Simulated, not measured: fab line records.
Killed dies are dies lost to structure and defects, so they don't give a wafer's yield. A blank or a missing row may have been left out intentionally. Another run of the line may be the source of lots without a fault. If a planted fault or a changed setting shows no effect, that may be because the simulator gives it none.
The tool behind it: which one?    flow sky130    Sampling: 24 lots, 72 wafers, 6 of 708 route steps

## WHAT THE GAUGES READ, wafer by wafer
SKY_VIA3_THK_MEAS_01.
lot   measured      on             VIA3_HDPCVD_THK (nm)
L074  day 40 01:51  film_metro-02  1713 1711 1725
L075  day 40 06:07  film_metro-04  1711 1730 1689
L076  day 41 03:02  film_metro-04  1745 1722 1697
L077  day 41 15:43  film_metro-04  1707 1709 1731
L078  day 41 22:16  film_metro-01  1709 1686 1708
L079  day 42 03:50  film_metro-04  1702 1663 1716
L080  day 42 08:30  film_metro-01  1700 1718 1717
L081  day 42 16:20  film_metro-04  1680 1702 1682
L082  day 42 19:17  film_metro-01  1723 1715 1737
L083  day 43 07:08  film_metro-02  1703 1705 1691
L084  day 43 10:19  film_metro-01  1735 1702 1729
L085  day 43 22:37  film_metro-04  1717 1716 1725
L086  day 43 23:12  film_metro-04  1722 1735 1705
L087  day 44 09:36  film_metro-02  1727 1737 1717
L088  day 44 13:31  film_metro-04  1726 1720 1718
L089  day 44 19:01  film_metro-02  1723 1732 1730
L090  day 45 04:56  film_metro-01  1719 1718 1729
L091  day 45 16:08  film_metro-04  1718 1692 1722
L093  day 45 22:26  film_metro-02  1744 1728 1722
L092  day 46 01:41  film_metro-04  1727 1707 1745
L094  day 46 05:11  film_metro-01  1723 1725 1696
L095  day 46 13:22  film_metro-04  1726 1749 1722
L096  day 46 16:28  film_metro-04  1691 1737 1732
L097  day 46 20:14  film_metro-04  1719 1707 1695

SKY_METAL4_OVL_MEAS_14.
lot   measured      on          METAL4_OVL (nm)
L074  day 43 09:55  overlay-02  4 -4 5
L075  day 43 13:38  overlay-02  11 6 16
L076  day 44 08:08  overlay-01  4 -4 4
L077  day 44 19:08  overlay-02  -6 9 8
L078  day 45 01:11  overlay-01  -9 -1 -8
L079  day 45 05:43  overlay-01  16 10 3
L080  day 45 08:55  overlay-01  5 8 16
L081  day 45 18:22  overlay-01  -5 -9 1
L082  day 45 19:04  overlay-02  -1 0 3
L083  day 46 07:40  overlay-02  -3 -6 0
L084  day 46 09:07  overlay-02  -11 -7 -2
L085  day 46 22:37  overlay-01  -6 1 -5
L086  day 46 22:44  overlay-02  -5 -1 -12
L087  day 47 08:14  overlay-02  10 -6 7
L088  day 47 11:16  overlay-02  -4 7 -2
L089  day 47 16:34  overlay-02  -1 4 2
L090  day 48 01:58  overlay-01  8 -4 -9
L091  day 48 11:13  overlay-02  -4 1 -6
L093  day 48 16:55  overlay-02  -7 -4 -6
L092  day 48 19:40  overlay-01  0 -5 -1
L094  day 48 23:34  overlay-01  0 -3 -3
L095  day 49 07:10  overlay-02  4 11 2
L096  day 49 09:34  overlay-01  -8 -5 -7
L097  day 49 13:10  overlay-02  -8 -7 1

## TOOL THAT RAN EACH LOT (tool first, then ch and the chambers of the sampled wafers, then the start)
lot   SKY_METAL1_DESCUM_17               SKY_VIA2_SPUTTER_20           SKY_METAL3_ETCH_17                  SKY_CAP2M_SPUTTER_02
L074  rie_metal-03 ch 1, day 33 18:39    pvd_sputter-01, day 37 13:33  rie_diel-04 ch 1,2,3, day 40 00:50  pvd_sputter-03, day 41 07:55
L075  rie_metal-01 ch 0,1, day 33 23:09  pvd_sputter-01, day 37 18:04  rie_diel-02 ch 1,2,3, day 40 05:08  pvd_sputter-03, day 41 12:05
L076  rie_metal-02 ch 0,1, day 34 17:19  pvd_sputter-04, day 38 13:48  rie_diel-04 ch 0,2,3, day 41 02:02  pvd_sputter-03, day 42 07:33
L077  rie_metal-02 ch 1, day 35 08:10    pvd_sputter-01, day 39 05:30  rie_diel-04 ch 0,1,2, day 41 14:44  pvd_sputter-04, day 42 18:54
L078  rie_metal-02 ch 1, day 35 15:00    pvd_sputter-01, day 39 12:26  rie_diel-04 ch 2,3, day 41 21:17    pvd_sputter-01, day 43 00:58
L079  rie_metal-02 ch 1, day 35 20:36    pvd_sputter-02, day 39 18:35  rie_diel-01 ch 1,2,3, day 42 02:50  pvd_sputter-04, day 43 06:26
L080  rie_metal-02 ch 0,1, day 36 04:06  pvd_sputter-02, day 40 00:53  rie_diel-02 ch 1,3, day 42 07:32    pvd_sputter-04, day 43 10:27
L081  rie_metal-03 ch 0,1, day 36 11:15  pvd_sputter-04, day 40 08:42  rie_diel-04 ch 0,1, day 42 15:23    pvd_sputter-01, day 43 19:03
L082  rie_metal-01 ch 0,1, day 36 16:45  pvd_sputter-01, day 40 13:54  rie_diel-01 ch 0,1,2, day 42 18:20  pvd_sputter-03, day 43 21:27
L083  rie_metal-03 ch 0,1, day 37 06:04  pvd_sputter-01, day 41 02:18  rie_diel-02 ch 1,2,3, day 43 06:11  pvd_sputter-03, day 44 08:56
L084  rie_metal-02 ch 0,1, day 37 11:55  pvd_sputter-04, day 41 05:36  rie_diel-04 ch 0,1,2, day 43 09:17  pvd_sputter-04, day 44 11:45
L085  rie_metal-03 ch 0,1, day 38 01:48  pvd_sputter-02, day 41 19:30  rie_diel-04 ch 1,2,3, day 43 21:35  pvd_sputter-01, day 44 23:30
L086  rie_metal-02 ch 0, day 38 03:28    pvd_sputter-04, day 41 20:48  rie_diel-01 ch 1,2,3, day 43 22:14  pvd_sputter-03, day 45 00:37
L087  rie_metal-02 ch 0, day 38 15:32    pvd_sputter-01, day 42 07:17  rie_diel-01 ch 0,1,2, day 44 08:35  pvd_sputter-01, day 45 10:37
L088  rie_metal-01 ch 0,1, day 38 20:57  pvd_sputter-04, day 42 12:14  rie_diel-02 ch 1,2,3, day 44 12:32  pvd_sputter-04, day 45 14:47
L089  rie_metal-01 ch 0,1, day 39 01:40  pvd_sputter-02, day 42 16:06  rie_diel-02 ch 0,3, day 44 17:59    pvd_sputter-03, day 45 20:17
L090  rie_metal-03 ch 0,1, day 39 15:36  pvd_sputter-04, day 43 03:18  rie_diel-02 ch 1,2, day 45 03:59    pvd_sputter-03, day 46 06:06
L091  rie_metal-03 ch 0,1, day 40 05:04  pvd_sputter-02, day 43 15:20  rie_diel-01 ch 1,3, day 45 15:07    pvd_sputter-03, day 46 15:58
L093  rie_metal-02 ch 0,1, day 40 14:09  pvd_sputter-04, day 43 22:27  rie_diel-01 ch 0,2,3, day 45 21:26  pvd_sputter-04, day 46 22:14
L092  rie_metal-02 ch 0,1, day 40 15:48  pvd_sputter-02, day 44 00:18  rie_diel-04 ch 0,1, day 46 00:41    pvd_sputter-01, day 47 01:18
L094  rie_metal-01 ch 1, day 40 21:06    pvd_sputter-02, day 44 04:08  rie_diel-04 ch 0,1,3, day 46 04:14  pvd_sputter-04, day 47 05:32
L095  rie_metal-01 ch 0,1, day 41 06:10  pvd_sputter-02, day 44 12:41  rie_diel-01 ch 1,3, day 46 12:20    pvd_sputter-03, day 47 12:41
L096  rie_metal-02 ch 0,1, day 41 11:27  pvd_sputter-02, day 44 16:45  rie_diel-02 ch 0,3, day 46 15:29    pvd_sputter-04, day 47 15:55
L097  rie_metal-01 ch 0, day 41 17:15    pvd_sputter-01, day 44 21:18  rie_diel-04 ch 1,2,3, day 46 19:17  pvd_sputter-03, day 47 19:46
- SKY_METAL1_DESCUM_17: chemistry O2, time 8 s.
- SKY_VIA2_SPUTTER_20: material TiN, target thk 20 nm, time 80 s.
- SKY_METAL3_ETCH_17: etches SiO2 in C4F8/O2/Ar, stops on TiN, time 3.9 s, target depth 15 nm.
- SKY_CAP2M_SPUTTER_02: material TiN, target thk 200 nm, time 166.7 s.

## AS READ BY THE TOOLS THEMSELVES (means over the sampled wafers that have a number; for cases with no such wafer, the mark the record gives instead)
SKY_METAL1_DESCUM_17.
lot   tool          drypump_motor_current_A (A)  oes_product_au (a.u.)
L074  rie_metal-03  6.6                          1.005
L075  rie_metal-01  5.5                          1.004
L076  rie_metal-02  6.0                          1.015
L077  rie_metal-02  6.1                          1.015
L078  rie_metal-02  6.1                          1.011
L079  rie_metal-02  6.1                          1.009
L080  rie_metal-02  6.0                          1.004
L081  rie_metal-03  6.4                          1.010
L082  rie_metal-01  5.8                          0.996
L083  rie_metal-03  6.1                          1.002
L084  rie_metal-02  6.0                          1.009
L085  rie_metal-03  6.4                          1.009
L086  rie_metal-02  5.8                          0.998
L087  rie_metal-02  5.8                          1.000
L088  rie_metal-01  5.8                          0.999
L089  rie_metal-01  5.8                          0.993
L090  rie_metal-03  6.4                          1.000
L091  rie_metal-03  6.4                          1.004
L093  rie_metal-02  5.9                          1.009
L092  rie_metal-02  6.0                          1.002
L094  rie_metal-01  6.1                          0.992
L095  rie_metal-01  5.7                          0.993
L096  rie_metal-02  6.0                          1.003
L097  rie_metal-01  5.2                          0.994

SKY_VIA2_SPUTTER_20.
lot   tool            cathode_dc_power_W (W)  throttle_valve_pct (%)
L074  pvd_sputter-01  4000.4                  29.9
L075  pvd_sputter-01  4000.1                  30.0
L076  pvd_sputter-04  3999.4                  30.2
L077  pvd_sputter-01  3999.7                  30.1
L078  pvd_sputter-01  3999.4                  29.7
L079  pvd_sputter-02  3999.7                  31.3
L080  pvd_sputter-02  3999.7                  31.7
L081  pvd_sputter-04  4000.4                  30.2
L082  pvd_sputter-01  3999.7                  30.3
L083  pvd_sputter-01  4000.8                  29.8
L084  pvd_sputter-04  3999.9                  30.4
L085  pvd_sputter-02  4000.7                  31.3
L086  pvd_sputter-04  4000.8                  30.4
L087  pvd_sputter-01  3999.0                  30.1
L088  pvd_sputter-04  4000.7                  30.3
L089  pvd_sputter-02  4000.5                  29.9
L090  pvd_sputter-04  3999.8                  30.3
L091  pvd_sputter-02  4000.2                  31.5
L093  pvd_sputter-04  3999.7                  30.1
L092  pvd_sputter-02  4000.0                  31.4
L094  pvd_sputter-02  4000.5                  30.3
L095  pvd_sputter-02  3999.5                  30.3
L096  pvd_sputter-02  4000.6                  30.8
L097  pvd_sputter-01  4000.6                  30.2

SKY_METAL3_ETCH_17.
lot   tool         oes_product_au (a.u.)
L074  rie_diel-04  0.751
L075  rie_diel-02  0.759
L076  rie_diel-04  0.764
L077  rie_diel-04  0.760
L078  rie_diel-04  0.755
L079  rie_diel-01  0.755
L080  rie_diel-02  0.753
L081  rie_diel-04  0.753
L082  rie_diel-01  0.763
L083  rie_diel-02  0.753
L084  rie_diel-04  0.754
L085  rie_diel-04  0.760
L086  rie_diel-01  0.743
L087  rie_diel-01  0.759
L088  rie_diel-02  0.749
L089  rie_diel-02  0.757
L090  rie_diel-02  0.750
L091  rie_diel-01  0.750
L093  rie_diel-01  0.747
L092  rie_diel-04  0.752
L094  rie_diel-04  0.754
L095  rie_diel-01  0.750
L096  rie_diel-02  0.744
L097  rie_diel-04  0.753

SKY_CAP2M_SPUTTER_02.
lot   tool            cathode_dc_power_W (W)  throttle_valve_pct (%)
L074  pvd_sputter-03  6500.1                  30.2
L075  pvd_sputter-03  6500.6                  29.8
L076  pvd_sputter-03  6500.5                  30.5
L077  pvd_sputter-04  6500.0                  30.6
L078  pvd_sputter-01  6500.4                  29.8
L079  pvd_sputter-04  6500.1                  30.2
L080  pvd_sputter-04  6500.3                  30.6
L081  pvd_sputter-01  6499.9                  30.1
L082  pvd_sputter-03  6500.8                  29.2
L083  pvd_sputter-03  6499.9                  30.2
L084  pvd_sputter-04  6499.3                  29.8
L085  pvd_sputter-01  6499.2                  29.9
L086  pvd_sputter-03  6499.6                  30.7
L087  pvd_sputter-01  6500.9                  30.2
L088  pvd_sputter-04  6498.7                  30.3
L089  pvd_sputter-03  6500.9                  28.9
L090  pvd_sputter-03  6501.0                  29.5
L091  pvd_sputter-03  6501.3                  30.9
L093  pvd_sputter-04  6498.9                  30.2
L092  pvd_sputter-01  6499.8                  29.6
L094  pvd_sputter-04  6500.6                  30.3
L095  pvd_sputter-03  6498.3                  30.9
L096  pvd_sputter-04  6499.9                  30.4
L097  pvd_sputter-03  6501.0                  28.4

## THE ANSWER, worked out from the rows above alone
Rule: usual is defined by the lots themselves. Put in order of their means at a reading, lots are off if they are a third of the lots or fewer, leave a main group of 4 or more, and stand apart from it by a gap of 3 or more times the standard deviation of the main group's means; of several such gaps the widest counts. A main group whose means are all the same, to the digits that the tables above print for the reading, isn't used. Also off: a lot with no number at a reading for which 4 or more lots have one. Where the step has rows for the other lots, those lots are counted as sound. After the gauges, taken in route order, come the tools' own readings; for these a lot's mean is taken, as printed above. At the first step where some lot is off, the reading lying furthest off is the one used; lots without a number count as furthest.
Nothing can be told from this: no lot is off at any reading shown.

## WHAT THE SIMULATOR HAD PUT IN
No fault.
